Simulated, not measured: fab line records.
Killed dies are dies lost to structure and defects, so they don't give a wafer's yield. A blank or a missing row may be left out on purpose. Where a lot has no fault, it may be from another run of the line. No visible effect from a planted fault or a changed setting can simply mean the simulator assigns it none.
What tool caused it? ; flow gf180mcu ; 11 lots, 33 wafers sampled, at 7 steps of a route of 602

WHAT THE GAUGES SHOWED, per wafer
GF_PSD_TW_MEAS_11.
lot;measured;on;PSD_TW
L407;day 14 01:59;filmMetro-02;3168 3180 3168
L411;day 15 10:58;filmMetro-02;3198 3185 3194
L412;day 16 01:56;filmMetro-02;3183 3197 3168
L414;day 17 00:52;filmMetro-03;3182 3171 3170
L415;day 17 17:26;filmMetro-02;3189 3188 3191
L417;day 18 16:18;filmMetro-02;3169 3184 3169
L418;day 18 23:08;filmMetro-03;3209 3196 3189
L421;day 20 08:11;filmMetro-01;3021 3030 3012 3025 3027 3010
L424;day 20 23:32;filmMetro-02;2962 2976 2968 2970 2954 2978
L423;day 21 01:47;filmMetro-03;3199 3204 3187
L426;day 21 14:47;filmMetro-02;3146 3140 3140

GF_PSD_RS_MEAS_15: the measuring method here is four-point-probe.
lot;measured;on;PSD_RS (ohm/sq)
L407;day 14 02:18;filmMetro-01;108.6 108.3 108.2
L411;day 15 11:17;filmMetro-03;109.0 109.2 109.2
L412;day 16 02:16;filmMetro-03;108.8 108.4 108.7
L414;day 17 01:11;filmMetro-01;108.4 108.6 108.5
L415;day 17 17:45;filmMetro-01;108.2 108.6 108.4
L417;day 18 16:46;filmMetro-03;108.4 108.3 108.5
L418;day 18 23:27;filmMetro-03;108.4 108.4 108.4
L421;day 20 11:35;filmMetro-03;119.8 119.8 119.9 119.9 119.9 119.9
L424;day 21 02:52;filmMetro-01;120.1 120.2 120.3 120.1 120.3 120.2
L423;day 21 02:07;filmMetro-01;108.4 108.6 108.4
L426;day 21 15:06;filmMetro-01;109.0 108.5 108.9

GF_SALICIDE_THK_MEAS_05: measures by xrf.
lot;measured;on;SALICIDE_TIN_THK (nm)
L407;day 15 00:08;filmMetro-01;19.42 19.56 19.61
L411;day 16 08:35;filmMetro-01;20.03 20.16 20.08
L412;day 17 00:41;filmMetro-02;19.86 19.94 19.97
L414;day 18 00:38;filmMetro-01;19.82 19.65 19.80
L415;day 18 16:43;filmMetro-02;20.11 19.84 20.02
L417;day 19 17:16;filmMetro-02;19.80 19.70 19.88
L418;day 19 23:48;filmMetro-04;19.88 20.01 20.09
L421;day 21 08:54;filmMetro-02;19.58 19.82 19.69
L424;day 21 23:47;filmMetro-02;19.80 19.72 19.81
L423;day 22 02:41;filmMetro-02;19.79 19.91 19.90
L426;day 22 14:47;filmMetro-01;19.57 19.77 19.34

GF_CONTACT_BOW_MEAS_05.
lot;measured;on;CONTACT_BOW (um)
L407;day 15 01:02;filmMetro-03;69 72 77
L411;day 16 09:34;filmMetro-04;72 67 70
L412;day 17 01:35;filmMetro-01;70 73 60
L414;day 18 01:37;filmMetro-01;72 58 69
L415;day 18 17:55;filmMetro-01;60 59 59
L417;day 19 18:11;filmMetro-04;56 72 66
L418;day 20 00:41;filmMetro-01;57 65 60
L421;day 21 09:48;filmMetro-04;76 73 67
L424;day 22 00:41;filmMetro-04;55 61 47
L423;day 22 03:35;filmMetro-04;54 67 70
L426;day 22 15:43;filmMetro-01;68 60 65

GF_CONTACT_CD_MEAS_14 targets a cd of 220 nm.
lot;measured;on;cdNm (nm)
L407;day 15 22:29;cdSem-02;219.4 219.7 218.9
L411;day 17 07:58;cdSem-02;220.3 221.4 218.6
L412;day 18 00:38;cdSem-01;217.6 220.0 218.6
L414;day 19 01:25;cdSem-02;219.3 218.2 219.9
L415;day 19 17:56;cdSem-01;224.0 222.9 221.9
L417;day 20 18:25;cdSem-01;219.1 218.7 218.0
L418;day 21 00:26;cdSem-02;217.8 218.6 217.5
L421;day 22 09:14;cdSem-02;219.9 220.3 220.4
L424;day 23 00:05;cdSem-01;219.1 218.8 219.6
L423;day 23 02:53;cdSem-01;221.7 222.1 221.7
L426;day 23 14:59;cdSem-01;219.4 219.0 220.0

EACH LOT AND THE TOOL THAT RAN IT (in order: tool; ch and the chambers of the sampled wafers; start)
lot;GF_PSD_IMPLANT_09;GF_PSD_STRIP_10
L407;implanter-04 ch 0, day 14 01:44;plasmaAsher-03 ch 0,1, day 14 01:52
L411;implanter-04 ch 0, day 15 10:43;plasmaAsher-01 ch 0,1, day 15 10:52
L412;implanter-01 ch 0, day 16 01:42;plasmaAsher-01 ch 0,1, day 16 01:50
L414;implanter-03 ch 0, day 17 00:37;plasmaAsher-01 ch 0,1, day 17 00:46
L415;implanter-04 ch 0, day 17 17:11;plasmaAsher-03 ch 0,1, day 17 17:19
L417;implanter-03 ch 0, day 18 16:05;plasmaAsher-01 ch 0,1, day 18 16:12
L418;implanter-01 ch 0, day 18 22:53;plasmaAsher-01 ch 0,1, day 18 23:01
L421;implanter-03 ch 0, day 20 07:57;plasmaAsher-02 ch 0,1, day 20 08:04
L424;implanter-03 ch 0, day 20 23:18;plasmaAsher-02 ch 0,1, day 20 23:25
L423;implanter-01 ch 0, day 21 01:33;plasmaAsher-03 ch 0, day 21 01:40
L426;implanter-01 ch 0, day 21 14:32;plasmaAsher-02 ch 0, day 21 14:40
- GF_PSD_IMPLANT_09
- GF_PSD_STRIP_10: strips in O2/N2.

WHAT THE TOOLS THEMSELVES READ (means of the sampled wafers that have a number; where no wafer has one, the mark that the record gives instead)
GF_PSD_IMPLANT_09.
lot;tool;beamEnergyKeV
L407;implanter-04;40.003
L411;implanter-04;40.008
L412;implanter-01;40.003
L414;implanter-03;40.010
L415;implanter-04;40.014
L417;implanter-03;40.007
L418;implanter-01;39.987
L421;implanter-03;32.321
L424;implanter-03;32.321
L423;implanter-01;39.990
L426;implanter-01;39.991

GF_PSD_STRIP_10.
lot;tool;drypumpMotorCurrentA (A);heaterPowerW (W);oesProductAu (a.u.);stripTimeToEndpointS (s)
L407;plasmaAsher-03;6.0;340;0.596;16.54
L411;plasmaAsher-01;5.5;359;0.591;16.57
L412;plasmaAsher-01;5.5;363;0.592;16.52
L414;plasmaAsher-01;5.4;352;0.593;16.51
L415;plasmaAsher-03;6.0;341;0.597;16.48
L417;plasmaAsher-01;5.4;342;0.594;16.56
L418;plasmaAsher-01;5.5;361;0.590;16.52
L421;plasmaAsher-02;5.3;338;0.609;15.77
L424;plasmaAsher-02;5.3;334;0.610;15.79
L423;plasmaAsher-03;5.9;331;0.592;16.44
L426;plasmaAsher-02;4.8;311;0.589;16.54

THE ANSWER, worked out from the rows above alone
Rule: what is usual is taken from the lots themselves. Put in order of their means at a reading, lots are off if they are a third of the lots or fewer, leave a main group of 4 or more, and stand apart from it by a gap of 3 or more times the standard deviation of the main group's means; of several such gaps the widest counts. A main group whose means are all the same, to the digits that the tables above print for the reading, isn't used. Also off: a lot with no number at a reading for which 4 or more lots have one. The other lots that the step has rows for count as sound. Order of review: gauges by route order, followed by the tools' own readings, for which a lot's mean as printed above is used. At the first step where some lot is off, the reading lying furthest off is the one used; lots without a number count as furthest.
Off: at GF_PSD_TW_MEAS_11 (PSD_TW), L421, L424. Main group: mean 3180, sd 16.
If a tool, at a process step before that reading, ran all the lots that are off and no sound lot after the first of them, it fits. Not tried: the gauges at GF_PSD_TW_MEAS_11; whatever is off there is also off at GF_PSD_IMPLANT_09, on other tools, and gauge error can't account for it. One fits: GF_PSD_IMPLANT_09 on implanter-03. Its last sound lot is L417 (day 18 16:05), its first lot that is off L421 (day 20 07:57): a fault that began between those two fits.
The tool's own readings at GF_PSD_IMPLANT_09 bear it out: on the lots that are off they differ by more than 5 times the standard deviation of the sound lots' means. beamEnergyKeV reads 32.321 there against 40.001 on the sound lots.

WHAT WAS PUT IN BY THE SIMULATOR
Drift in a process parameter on implanter-03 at GF_PSD_IMPLANT_09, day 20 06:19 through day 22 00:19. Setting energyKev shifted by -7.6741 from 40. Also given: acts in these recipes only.
Shown lots that were struck: L421, L424. The rule above reached the same finding.
